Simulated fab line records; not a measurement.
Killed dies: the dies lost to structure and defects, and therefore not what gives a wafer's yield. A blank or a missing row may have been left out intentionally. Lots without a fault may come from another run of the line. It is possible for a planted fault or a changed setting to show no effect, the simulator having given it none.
A lot that was struck, set against a sound lot -- flow sfqLine -- 42 out of 325 route steps
Sound: these wafers, L255.1, L255.3, L255.5. Struck: wafers L261.2, L261.3, L261.6. Last of all comes the cause.
For every step that has rows: the tool of each side, followed by ch and its chambers, followed by its first start. Under that, the readings that differ: sound wafers -- struck wafers -- difference of the means -- sigmas: that difference in standard deviations of wafers without a fault.
alike: words and numbers the same on both sides, and readings whose means are apart by under 2 such deviations; not compared: readings that were withheld, readings missing a value for some wafer, numbers with overlapping values and no deviation given by the record, and bounds like >300 which may hide the same value.
The two part at a step that has a row with sigmas, a row that says differs or no value, or rows on one side only. Non-overlapping numbers with no deviation appear without sigmas and do not part them. A reading missing from all wafers of one side parts the sides only when that side holds two or more wafers.

first, 2 steps without rows for these wafers: SFQ_TRILAYER_I0_DEP_PECVD_027 (deposits SiO2 from SiH4/N2O, time 111.11 s, target thk 500 nm); SFQ_TRILAYER_I0_CMP_CMP_028 (polishes SiO2).
SFQ_I0_BOW_MEAS_907:
  sound on filmMetro-01, day 11 04:23; struck on filmMetro-03, day 12 16:28
  alike: I0_BOW
then, 7 steps without rows for these wafers: SFQ_TRILAYER_I0_METRO_MEASURE_029; SFQ_TRILAYER_I0_VIA_LITHO_COAT_036 (resist thk 62 nm); SFQ_TRILAYER_I0_VIA_LITHO_COAT_031 (resist thk 650 nm); SFQ_TRILAYER_I0_VIA_LITHO_SOFTBAKE_035; SFQ_TRILAYER_I0_VIA_LITHO_EXPOSE_032 (exposes mask I0, target cd 500 nm); SFQ_TRILAYER_I0_VIA_LITHO_PEB_034 (peb time 60 s); SFQ_TRILAYER_I0_VIA_LITHO_DEVELOP_033 (time 60 s).
-- the record jumps here: 5 days lie between the struck wafers' starts before and after --
SFQ_I0_OVL_MEAS_908:
  sound on overlay-01, day 16 02:17; struck on overlay-02, day 17 11:17
  alike: I0_OVL
then, 1 step without rows for these wafers: SFQ_TRILAYER_I0_VIA_BARC_OPEN_VIA_ETCH_046 (etches BARC in O2, target depth 125 nm, time 41.7 s).
SFQ_TRILAYER_I0_VIA_ETCH_VIA_ETCH_034: etches SiO2 in CHF3, stops on Nb, target depth 260 nm.
  sound on rieDiel-01 ch 1,2,3, day 16 02:22; struck on rieDiel-01 ch 2,3, day 17 11:22
  no value came back on the struck wafers for biasW (W), chamberPressureMTorr (mTorr), drypumpMotorCurrentA (A), oesProductAu (a.u.); on the sound wafers biasW (W) reads 79.61 79.87 80.19
reading,sound,struck,difference,sigmas
model.KrF_of_TRILAYER_I0_VIA_LITHO_COAT_031.thkNm (nm),527.9 528.3 528.8,570.8 572.2 573.3,+43.8,
then, 3 steps without rows for these wafers: SFQ_TRILAYER_I0_VIA_STRIP_STRIP_035 (strips in O2); SFQ_TRILAYER_I0_VIA_STRIP_SOLV_CLEAN_036 (cleans in NMP, time 600 s); SFQ_TRILAYER_M1_DEP_PRE_CLEAN_038 (time 22.5 s).
SFQ_TRILAYER_M1_DEP_SPUTTER_037: material Nb, target thk 200 nm, time 133.3 s.
  sound on pvdSputter-04, day 16 03:17; struck on pvdSputter-04, day 17 12:17
  alike: throttleValvePct
SFQ_M1_RS_MEAS_909: the measuring method here is four-point-probe.
  sound on filmMetro-04, day 16 03:23; struck on filmMetro-02, day 17 12:23
reading,sound,struck,difference,sigmas
M1_NB_RS (ohm/sq),0.903 0.898 0.901,0.878 0.878 0.881,-0.022,-2
then, 6 steps without rows for these wafers: SFQ_TRILAYER_M1_LITHO_COAT_044 (resist thk 62 nm); SFQ_TRILAYER_M1_LITHO_COAT_039 (resist thk 600 nm); SFQ_TRILAYER_M1_LITHO_SOFTBAKE_043; SFQ_TRILAYER_M1_LITHO_EXPOSE_040 (exposes mask M1, target cd 500 nm); SFQ_TRILAYER_M1_LITHO_PEB_042 (peb time 60 s); SFQ_TRILAYER_M1_LITHO_DEVELOP_041 (time 60 s).
-- the record jumps here: 5 days lie between the struck wafers' starts before and after --
SFQ_M1_OVL_MEAS_911:
  sound on overlay-02, day 20 16:13; struck on overlay-01, day 22 09:45
  alike: M1_OVL
SFQ_TRILAYER_M1_BARC_OPEN_METAL_ETCH_054: etches BARC in O2, target depth 125 nm, time 41.7 s.
  sound on rieMetal-01 ch 0,1, day 20 16:15; struck on rieMetal-03 ch 0,1, day 22 09:47
  alike: biasW, chamberPressureMTorr, drypumpMotorCurrentA, oesProductAu
  not compared: rfHoursCounterH
then, 1 step without rows for these wafers: SFQ_TRILAYER_M1_ETCH_METAL_ETCH_042 (etches Nb in Cl2/Ar, stops on SiO2, target depth 240 nm, time 120 s).
SFQ_TRILAYER_M1_STRIP_STRIP_043: strips in O2.
  sound on rieMetal-01 ch 0,1, day 20 16:26; struck on rieMetal-03 ch 0,1, day 22 09:58
  alike: drypumpMotorCurrentA, oesProductAu
  not compared: rfHoursCounterH
then, 1 step without rows for these wafers: SFQ_TRILAYER_M1_STRIP_SOLV_CLEAN_044 (cleans in NMP, time 600 s).
SFQ_TRILAYER_I1_DEP_PECVD_045: deposits SiO2 from SiH4/N2O, time 111.11 s, target thk 500 nm.
  sound on pecvd-02 ch 0,1, day 20 17:13; struck on pecvd-01 ch 0,1, day 22 10:44
  alike: heaterPowerW, throttleValvePct
then, 1 step without rows for these wafers: SFQ_TRILAYER_I1_CMP_CMP_046 (polishes SiO2).
SFQ_I1_BOW_MEAS_912:
  sound on filmMetro-04, day 20 23:17; struck on filmMetro-01, day 22 13:50
  alike: I1_BOW
SFQ_TRILAYER_I1_METRO_MEASURE_047:
  sound on filmMetro-04, day 20 23:24; struck on filmMetro-01, day 22 14:08
  alike: thkNm
then, 6 steps without rows for these wafers: SFQ_TRILAYER_I1_VIA_LITHO_COAT_054 (resist thk 62 nm); SFQ_TRILAYER_I1_VIA_LITHO_COAT_049 (resist thk 650 nm); SFQ_TRILAYER_I1_VIA_LITHO_SOFTBAKE_053; SFQ_TRILAYER_I1_VIA_LITHO_EXPOSE_050 (exposes mask I1, target cd 500 nm); SFQ_TRILAYER_I1_VIA_LITHO_PEB_052 (peb time 60 s); SFQ_TRILAYER_I1_VIA_LITHO_DEVELOP_051 (time 60 s).
-- the record jumps here: 6 days lie between the struck wafers' starts before and after --
SFQ_I1_OVL_MEAS_913:
  sound on overlay-01, day 26 06:13; struck on overlay-02, day 28 09:16
  alike: I1_OVL
then, 1 step without rows for these wafers: SFQ_TRILAYER_I1_VIA_BARC_OPEN_VIA_ETCH_071 (etches BARC in O2, target depth 125 nm, time 41.7 s).
-- the record jumps here: 58 days lie between the struck wafers' starts before and after --
SFQ_M8_BOW_MEAS_951:
  sound on filmMetro-03, day 77 22:43; struck on filmMetro-03, day 86 00:21
reading,sound,struck,difference,sigmas
model.etest.i0.linkOhm,1.988 1.965 1.965,1e+06 1e+06 1e+06,+1e+06,
  alike: M8_BOW

## WHERE THEY PART
Earliest at SFQ_TRILAYER_I0_VIA_ETCH_VIA_ETCH_034; latest, in this record, at SFQ_M1_RS_MEAS_909. Later steps at which nothing parts them and some readings are alike: SFQ_M1_OVL_MEAS_911, SFQ_TRILAYER_M1_BARC_OPEN_METAL_ETCH_054, SFQ_TRILAYER_M1_STRIP_STRIP_043, SFQ_TRILAYER_I1_DEP_PECVD_045, SFQ_I1_BOW_MEAS_912, SFQ_TRILAYER_I1_METRO_MEASURE_047, SFQ_I1_OVL_MEAS_913, SFQ_M8_BOW_MEAS_951.

WHY: whatever the simulator had introduced
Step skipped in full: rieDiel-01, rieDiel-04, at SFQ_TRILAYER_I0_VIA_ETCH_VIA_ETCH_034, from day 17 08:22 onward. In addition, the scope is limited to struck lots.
